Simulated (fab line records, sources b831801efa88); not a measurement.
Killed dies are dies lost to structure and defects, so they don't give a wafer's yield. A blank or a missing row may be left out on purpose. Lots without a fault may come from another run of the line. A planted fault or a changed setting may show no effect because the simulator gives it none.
fab line records | flow sky130
record lots=13 wafers=39 last_day=50
route steps=708 shown LDD_HVN@276 PASSIVATION@683 PAD_OPEN@707
lots that met no fault: from a run of the same line without faults
start_h: hours from the record's first day to the start of the lot's first wafer shown | wait_h: hours since the lot's step before | " the same as in the row above | L1.1+2: a row that stands for several wafers | - no value, or no start given | * or withheld: withheld | < > ~ a bound
route shown NAME@n: a module of which the file shows steps, and the number in the route of the first | usual: mean/standard deviation of fault-free wafers | same: alike in all rows | chamber/n: place in a boat | sites: the reading at each site | _std_site: their standard deviation | _edge_site: outer sites' mean less inner sites' | radius_mm: how far each site lies from the wafer's centre | mask NAME#n: copy n | behind: the tool/chamber that last shaped the wafer | hold: why the lot was held/for how many hours/how that ended | device: the transistor (n, p or np) that didn't switch | end of line: the same wafers' tests at the end of the route | a step without rows: its recipe alone | killed: dies lost to structure and defects at the first sort, not the wafer's yield | map: a wafer's dies, x killed, . not, _ none there
set.NAME: the setting as run; set.NAME@STEP: as run at that earlier step | model.NAME: the simulator's own value behind a step, which no gauge read
steps of the route over a sample of lots; a table a step, a row a wafer
services: from which hour (start_h, from the record's first day; less than 0 if before it) a tool's chamber was out of use, for how many hours, and why
## steps
# step SKY_LDD_HVN_STRIP_09
# recipe chemistry=O2/N2 power_w=1400 pressure_mtorr=1500 platen_temp_c=withheld o2_flow_sccm=3000 n2_flow_sccm=300 overash_fraction=0.5
# usual drypump_motor_current_A=5.54/0.21 oes_product_au=0.409/0.0046 strip_time_to_endpoint_s=4.139/0.014
# columns lot.wafer tool chamber start_h wait_h drypump_motor_current_A oes_product_au rf_hours_counter_h strip_time_to_endpoint_s
L634.3 plasma_asher-02 1 459.09 0.1 5.53 0.403 - 4.132
L634.5 " 0 " " 5.64 0.411 - 4.145
L634.6 " 1 " " 5.51 0.412 - 4.142
L635.1 plasma_asher-04 1 469.23 0.1 5.77 0.411 4 4.117
L635.3 " 1 " " 5.71 0.415 - 4.142
L635.5 " 0 " " 5.79 0.406 - 4.138
L636.1 plasma_asher-03 1 479.01 0.1 5.14 0.416 34 4.155
L636.4 " 1 " " 5.16 0.407 - 4.144
L636.5 " 0 " " 5.44 0.406 - 4.139
L641.2 plasma_asher-02 1 532.83 0.1 5.53 0.410 88 4.140
L641.3 " 1 " " 5.53 0.416 - 4.121
L641.6 " 1 " " 5.53 0.412 - 4.149
L643.1 plasma_asher-03 1 553.51 0.1 5.15 0.406 42 4.127
L643.2 " 0 " " 5.45 0.406 42 4.137
L643.4 " 0 " " 5.43 0.411 - 4.139
L645.2 plasma_asher-04 0 562.86 0.1 5.80 0.412 13 4.142
L645.3 " 1 " " 5.77 0.414 - 4.147
L645.4 " 0 " " 5.83 0.414 - 4.118
L646.4 plasma_asher-04 0 585.66 0.1 5.82 0.409 - 4.133
L646.5 " 0 " " 5.77 0.413 - 4.131
L646.6 " 1 " " 5.77 0.403 - 4.135
L649.1 plasma_asher-03 0 600.41 0.1 5.45 0.407 47 4.121
L649.4 " 1 " " 5.13 0.407 - 4.131
L649.5 " 1 " " 5.15 0.417 - 4.157
L651.1 plasma_asher-03 0 610.36 0.1 5.42 0.405 48 4.142
L651.3 " 0 " " 5.45 0.411 - 4.137
L651.4 " 1 " " 5.16 0.415 - 4.136
L654.4 plasma_asher-02 0 640.79 0.1 5.63 0.405 - 4.169
L654.5 " 1 " " 5.52 0.407 - 4.137
L654.6 " 0 " " 5.63 0.407 - 4.155
L655.1 plasma_asher-03 1 642.03 0.1 5.13 0.407 51 4.128
L655.2 " 0 " " 5.44 0.406 51 4.138
L655.5 " 1 " " 5.16 0.413 - 4.136
L656.1 plasma_asher-03 1 654.26 0.1 5.12 0.399 52 4.150
L656.5 " 0 " " 5.44 0.407 - 4.154
L656.6 " 1 " " 5.14 0.417 - 4.160
L657.1 plasma_asher-02 1 656.11 0.1 5.53 0.409 101 4.117
L657.4 " 0 " " 5.64 0.411 - 4.147
L657.6 " 1 " " 5.54 0.404 - 4.124
# step SKY_PASSIVATION_CVD_02
# recipe material=Si3N4 target_thk_nm=540 temp_c=400 time_s=withheld rf_w=450
# usual heater_power_outer_w=439/77 heater_power_w=725/110
# columns lot.wafer tool chamber start_h wait_h heater_power_outer_w heater_power_w
L634.3 pecvd-02 1 1028.84 0.0 577 957
L634.5 " 1 " " 456 790
L634.6 " 2 " " 537 809
L635.1 pecvd-04 0 1035.77 0.1 450 702
L635.3 " 2 " " 416 672
L635.5 " 1 " " 427 753
L636.1 pecvd-02 2 1043.24 0.1 567 898
L636.4 " 2 " " 460 701
L636.5 " 1 " " 442 784
L641.2 pecvd-03 0 1080.15 0.0 397 639
L641.3 " 2 " " 368 608
L641.6 " 1 " " 286 539
L643.1 pecvd-03 1 1098.77 0.1 366 653
L643.2 " 2 " " 371 613
L643.4 " 0 " " 410 687
L645.2 pecvd-03 1 1105.04 0.0 382 659
L645.3 " 0 " " 465 755
L645.4 " 0 " " 354 592
L646.4 pecvd-02 1 1114.37 0.1 574 930
L646.5 " 2 " " 517 792
L646.6 " 0 " " 318 570
L649.1 pecvd-04 0 1128.10 0.1 518 797
L649.4 " 1 " " 418 763
L649.5 " 0 " " 549 841
L651.1 pecvd-03 0 1133.22 0.1 461 762
L651.3 " 2 " " 347 584
L651.4 " 2 " " 372 609
L654.4 pecvd-04 1 1154.58 0.1 514 853
L654.5 " 0 " " 552 818
L654.6 " 2 " " 406 634
L655.1 pecvd-04 2 1160.43 0.1 436 675
L655.2 " 1 " " 405 710
L655.5 " 2 " " 339 572
L656.1 pecvd-04 0 1164.78 0.1 493 785
L656.5 " 2 " " 442 693
L656.6 " 0 " " 522 787
L657.1 pecvd-03 2 1164.97 0.1 339 580
L657.4 " 2 " " 361 619
L657.6 " 2 " " 360 629
# step SKY_PASSIVATION_THK_MEAS_03
# recipe reads=Si3N4_of_PASSIVATION_CVD_02
# usual PASSIVATION_CVD_02_THK=539/6.4
# columns lot.wafer tool chamber start_h wait_h PASSIVATION_CVD_02_THK[nm]
L634.3 film_metro-01 - 1029.08 - 536
L634.5 " - " " 544
L634.6 " - " " 549
L635.1 film_metro-01 - 1035.99 - 534
L635.3 " - " " 536
L635.5 " - " " 548
L636.1 film_metro-03 - 1043.47 - 538
L636.4 " - " " 540
L636.5 " - " " 538
L641.2 film_metro-01 - 1080.39 - 533
L641.3 " - " " 531
L641.6 " - " " 545
L643.1 film_metro-01 - 1099.00 - 537
L643.2 " - " " 540
L643.4 " - " " 548
L645.2 film_metro-04 - 1105.27 - 534
L645.3 " - " " 532
L645.4 " - " " 542
L646.4 film_metro-03 - 1114.51 - 543
L646.5 " - " " 543
L646.6 " - " " 546
L649.1 film_metro-01 - 1128.44 - 536
L649.4 " - " " 545
L649.5 " - " " 544
L651.1 film_metro-04 - 1133.45 - 541
L651.3 " - " " 538
L651.4 " - " " 543
L654.4 film_metro-01 - 1154.72 - 546
L654.5 " - " " 544
L654.6 " - " " 542
L655.1 film_metro-04 - 1160.77 - 525
L655.2 " - " " 536
L655.5 " - " " 543
L656.1 film_metro-04 - 1165.00 - 538
L656.5 " - " " 539
L656.6 " - " " 542
L657.1 film_metro-03 - 1165.31 - 524
L657.4 " - " " 533
L657.6 " - " " 524
# step SKY_PAD_OPEN_BOW_MEAS_13
# recipe mode=bow
# usual PAD_OPEN_BOW=46/8.8
# columns lot.wafer tool chamber start_h wait_h PAD_OPEN_BOW[um]
L634.3 film_metro-03 - 1075.74 - 50
L634.5 " - " " 47
L634.6 " - " " 50
L635.1 film_metro-03 - 1081.06 - 43
L635.3 " - " " 44
L635.5 " - " " 45
L636.1 film_metro-03 - 1088.22 - 57
L636.4 " - " " 49
L636.5 " - " " 45
L641.2 film_metro-02 - 1124.31 - 48
L641.3 " - " " 44
L641.6 " - " " 53
L643.1 film_metro-02 - 1139.94 - 39
L643.2 " - " " 33
L643.4 " - " " 40
L645.2 film_metro-02 - 1146.38 - 37
L645.3 " - " " 38
L645.4 " - " " 41
L646.4 film_metro-03 - 1154.73 - 28
L646.5 " - " " 43
L646.6 " - " " 47
L649.1 film_metro-01 - 1167.99 - 30
L649.4 " - " " 25
L649.5 " - " " 42
L651.1 film_metro-03 - 1171.53 - 35
L651.3 " - " " 48
L651.4 " - " " 51
L654.4 film_metro-01 - 1190.71 - 57
L654.5 " - " " 49
L654.6 " - " " 46
L655.1 film_metro-02 - 1196.20 - 44
L655.2 " - " " 43
L655.5 " - " " 36
L656.1 film_metro-03 - 1199.26 - 49
L656.5 " - " " 65
L656.6 " - " " 39
L657.1 film_metro-02 - 1199.61 - 42
L657.4 " - " " 51
L657.6 " - " " 43
# step SKY_PAD_OPEN_PROBE_99
# usual killed_at_M0_to_M3=43/7.6 killed_at_M4_up=2.9/1.9 killed_at_contacts=24/5 killed_at_front_end=15/4.3 killed_at_other=0.3/0.54 killed_dies=85/10 killed_open=47/7 killed_short=38/6.4
# same gross_dies=492 killed_at_back_side=0
# columns lot.wafer tool chamber start_h wait_h killed_at_M0_to_M3 killed_at_M4_up killed_at_contacts killed_at_front_end killed_at_other killed_dies killed_open killed_short
L641.2 prober-01 - 1124.46 0.1 48 5 11 8 0 72 33 39
L641.3 prober-01 - 1124.51 0.2 42 2 15 10 0 69 38 31
L641.6 prober-01 - 1124.66 0.2 41 4 26 12 0 83 51 32
L645.2 prober-01 - 1146.53 0.1 47 3 22 44 2 118 53 41
L645.3 prober-01 - 1146.58 0.2 53 1 22 19 2 97 52 45
L645.4 prober-01 - 1146.63 0.2 43 2 17 36 0 98 43 34
L646.4 prober-02 - 1154.94 0.2 31 2 24 30 0 87 45 21
L646.5 prober-02 - 1154.99 0.2 37 1 24 30 0 92 43 27
L646.6 prober-02 - 1155.04 0.2 48 3 19 11 0 81 50 31
L651.1 prober-01 - 1171.65 0.1 51 0 26 11 1 89 55 34
L651.3 prober-01 - 1171.75 0.2 41 1 29 19 1 91 51 40
L651.4 prober-01 - 1171.80 0.2 40 3 21 22 0 86 52 34
L654.4 prober-02 - 1190.92 0.2 32 1 27 19 0 79 47 32
L654.5 prober-02 - 1190.97 0.2 46 5 31 17 0 99 56 43
L654.6 prober-02 - 1191.02 0.2 43 5 21 12 0 81 41 40
# killed by level:class
L641.2 METAL1:geometric_particle:short=9 VIA2:geometric_particle:open=9 VIA1:geometric_particle:open=8 VIA1:geometric_particle:short=6 CONTACT:geometric_particle:open=5 VIA3:geometric_particle:short=4 VIA3:geometric_particle:open=4 METAL4:geometric_particle:short=4
L641.3 VIA1:geometric_particle:open=11 CONTACT:geometric_particle:open=6 VIA3:geometric_particle:open=5 VIA1:geometric_particle:short=5 VIA2:geometric_particle:open=4 METAL2:geometric_particle:short=4 LOCAL_INTERCONNECT:geometric_particle:short=4 METAL1:geometric_particle:short=4
L641.6 LI_CONTACT:geometric_particle:open=10 VIA1:geometric_particle:open=9 VIA2:geometric_particle:open=9 CONTACT:geometric_particle:open=7 METAL1:geometric_particle:short=5 VIA3:geometric_particle:open=5 FIELD_ISO:geometric_particle:short=4 LOCAL_INTERCONNECT:geometric_particle:short=4
L645.2 LDD_HVN:unspecified=24 CONTACT:geometric_particle:open=14 VIA2:geometric_particle:open=10 VIA1:geometric_particle:open=8 VIA3:geometric_particle:short=6 FIELD_ISO:geometric_particle:short=5 POLY_GATE:geometric_particle:short=5 LI_CONTACT:geometric_particle:open=5
L645.3 VIA1:geometric_particle:open=11 CONTACT:geometric_particle:open=9 FIELD_ISO:geometric_particle:short=8 VIA3:geometric_particle:open=8 LI_CONTACT:geometric_particle:open=7 VIA2:geometric_particle:open=7 VIA3:geometric_particle:short=5 VIA1:geometric_particle:short=5
L645.4 LDD_HVN:unspecified=21 VIA1:geometric_particle:open=9 VIA1:geometric_particle:short=8 VIA3:geometric_particle:open=8 VIA2:geometric_particle:open=7 FIELD_ISO:geometric_particle:short=6 LI_CONTACT:geometric_particle:open=6 FIELD_ISO:geometric_particle:open=5
L646.4 LDD_HVN:unspecified=21 CONTACT:geometric_particle:open=11 VIA3:geometric_particle:open=7 FIELD_ISO:geometric_particle:open=6 VIA2:geometric_particle:open=6 VIA1:geometric_particle:open=5 LI_CONTACT:geometric_particle:open=5 LOCAL_INTERCONNECT:geometric_particle:short=4
L646.5 LDD_HVN:unspecified=22 VIA1:geometric_particle:open=12 CONTACT:geometric_particle:open=11 VIA1:geometric_particle:short=7 LI_CONTACT:geometric_particle:open=6 METAL1:geometric_particle:short=4 VIA2:geometric_particle:open=4 FIELD_ISO:geometric_particle:open=3
L646.6 VIA1:geometric_particle:open=12 VIA2:geometric_particle:open=10 VIA3:geometric_particle:open=10 CONTACT:geometric_particle:open=7 LI_CONTACT:geometric_particle:open=5 LI_CONTACT:geometric_particle:short=4 METAL2:geometric_particle:short=4 POLY_GATE:geometric_particle:open=3
L651.1 CONTACT:geometric_particle:open=11 VIA1:geometric_particle:open=11 LI_CONTACT:geometric_particle:open=9 VIA3:geometric_particle:open=9 METAL3:geometric_particle:short=6 FIELD_ISO:geometric_particle:open=5 METAL1:geometric_particle:short=5 VIA2:geometric_particle:open=4
L651.3 VIA1:geometric_particle:open=9 CONTACT:geometric_particle:open=9 POLY_GATE:geometric_particle:open=7 LI_CONTACT:geometric_particle:open=7 METAL1:geometric_particle:short=6 VIA3:geometric_particle:open=6 FIELD_ISO:geometric_particle:short=5 CONTACT:geometric_particle:short=5
L651.4 VIA1:geometric_particle:open=14 CONTACT:geometric_particle:open=10 POLY_GATE:geometric_particle:open=6 VIA1:geometric_particle:short=5 VIA2:geometric_particle:open=5 FIELD_ISO:geometric_particle:short=4 FIELD_ISO:geometric_particle:open=4 LI_CONTACT:geometric_particle:short=3
L654.4 CONTACT:geometric_particle:open=13 LI_CONTACT:geometric_particle:open=7 POLY_GATE:geometric_particle:open=6 VIA3:geometric_particle:open=5 FIELD_ISO:geometric_particle:open=4 VIA1:geometric_particle:short=4 VIA1:geometric_particle:open=4 METAL2:geometric_particle:short=4
L654.5 VIA1:geometric_particle:open=13 LI_CONTACT:geometric_particle:open=11 CONTACT:geometric_particle:open=9 VIA3:geometric_particle:open=6 LOCAL_INTERCONNECT:geometric_particle:short=4 CONTACT:geometric_particle:short=4 METAL1:geometric_particle:short=4 VIA1:geometric_particle:short=4
L654.6 VIA1:geometric_particle:open=9 VIA1:geometric_particle:short=8 VIA2:geometric_particle:open=7 CONTACT:geometric_particle:open=6 LI_CONTACT:geometric_particle:open=5 VIA3:geometric_particle:open=5 POLY_GATE:geometric_particle:short=4 LOCAL_INTERCONNECT:geometric_particle:short=4
## services
# columns tool chamber start_h hours kind
pecvd-03 - 438.47 28.1 pm
pecvd-03 0 580.14 29.8 repair
pecvd-03 - 589.49 0.8 repair
pecvd-03 1 624.51 5.4 repair
plasma_asher-03 - 661.21 2.8 pm
plasma_asher-02 - 665.20 16.8 repair
pecvd-04 0 673.46 3.2 repair
pecvd-03 1 709.58 5.9 repair
plasma_asher-02 - 733.80 9.0 pm
pecvd-03 - 746.99 1.6 repair
pecvd-04 0 760.20 23.6 repair
pecvd-03 - 800.56 6.0 pm
pecvd-04 - 821.77 0.8 repair
pecvd-03 - 823.17 0.7 repair
pecvd-03 - 851.74 0.7 repair
pecvd-04 2 891.23 4.7 repair
pecvd-03 - 891.71 5.5 pm
pecvd-03 - 974.61 44.6 repair
pecvd-04 - 1016.32 2.8 pm
pecvd-04 0 1043.65 14.8 repair
plasma_asher-03 - 1089.18 0.5 repair
pecvd-04 - 1114.14 1.8 repair
plasma_asher-03 - 1150.12 1.8 repair
pecvd-03 1 1162.92 4.3 repair
## key
first_sign step=SKY_PAD_OPEN_PROBE_99 reading=killed_at_front_end direction=up sigmas=4.6 usual=15 struck=35
effect none on later readings
met_at SKY_LDD_HVN_STRIP_09
struck_lots L645,L646
struck_wafers L645.2,L645.4,L646.4,L646.5
tester_left_out L645,L646
not_acting_at SKY_PASSIVATION_CVD_02,SKY_PASSIVATION_THK_MEAS_03,SKY_PAD_OPEN_BOW_MEAS_13
onset_between 469.23 562.86
fault kind=chamber_particle_source tool=plasma_asher-04 chamber=0 onset_h=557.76 steps=SKY_LDD_HVN_STRIP_09 rate_per_visit_cm2=0.45749 end_h=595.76
# tester_left_out: of these lots the tester's yield and bins aren't shown, on N5 and GAA mostly nor the transistor test; their killed dies are dies lost to structure and defects alone, not to doping, threshold or leakage, so they don't give the yield
